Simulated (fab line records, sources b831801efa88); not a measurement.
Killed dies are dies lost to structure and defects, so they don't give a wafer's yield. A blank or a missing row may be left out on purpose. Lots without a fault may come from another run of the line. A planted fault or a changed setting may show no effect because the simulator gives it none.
Problem report in the 8D (eight disciplines) form, filled by code | flow sky130 | the parts of the form that need people (team, actions taken, sign-off) are left out

1. THE PROBLEM
dose_ions_cm2 at SKY_LDD_N_IMPLANT_10 reads a mean of 7.773e+13 on 6 wafers of 2 lots; wafers without a fault read 7.499e+13 with a standard deviation of 8.2e+10. That is +33 standard deviations from the usual mean.
First seen on wafer L280.1, day 24 04:43, on implanter-04. The record holds 42 wafers of 14 lots with a number at this step. Rule for "out", or "out of limits": more than 4 standard deviations from the usual mean. The other wafers with a number count as sound.

2. WHAT IT IS AND WHAT IT IS NOT
question                    | is                     | is not
which readings at this step | dose_ions_cm2          | -
which lots                  | L280, L281             | L264, L265, L266, L267, L269, L270, L271, L275, L282, L283, L284, L285
which wafers of those lots  | all that have a number | -
read on which tools         | implanter-04           | implanter-02, implanter-03
when                        | from day 24 04:43      | up to then (24 sound wafers); but 12 sound wafers of L282, L283, L284, L285 came after

3. SUSPECTS, AND WHAT RULES EACH OUT
Counting: a tool at a process step up to the reading stays a suspect if it ran every lot that is out and no sound lot after the first of them.
- implanter-04 at SKY_LDD_N_IMPLANT_10: kept. It ran every lot that is out, first L280 (day 24 04:43), and no sound lot after that; its last sound lot up to then is L271 (day 21 00:27). Its own readings are out on those wafers: dose_ions_cm2.
Left after counting: implanter-04 at SKY_LDD_N_IMPLANT_10.

4. THE CAUSE (what the simulator had put in)
Process parameter drift: implanter-04, from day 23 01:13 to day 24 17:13, at SKY_LDD_N_IMPLANT_10. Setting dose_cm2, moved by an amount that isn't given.
Counting left only this tool.

5. THE CHAIN OF EFFECTS, in route order
Each row: a reading whose mean over the struck wafers that have a number lies more than 3 standard deviations from the usual. Only readings for which the record gives a usual standard deviation are gone through. hours: the time from each lot's start at the first step in this table that gives one to its start at this step, as a median over the lots. sigmas: the change in usual standard deviations.
hours | step                 | reading       | usual     | on struck wafers | change     | sigmas
0     | SKY_LDD_N_IMPLANT_10 | dose_ions_cm2 | 7.499e+13 | 7.773e+13        | +2.742e+12 | +33
The process steps in it:
- SKY_LDD_N_IMPLANT_10
Later measuring or inspecting steps at which every struck wafer that the step has a row for has a number for every such reading, and none has moved that far: SKY_LDD_P_CD_MEAS_07, SKY_LDD_HVP_OVL_MEAS_07.

6. WHAT WOULD HAVE CAUGHT IT SOONER
In this record the first reading out of limits was taken at day 24 04:43, 28 hours after the fault began at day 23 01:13.
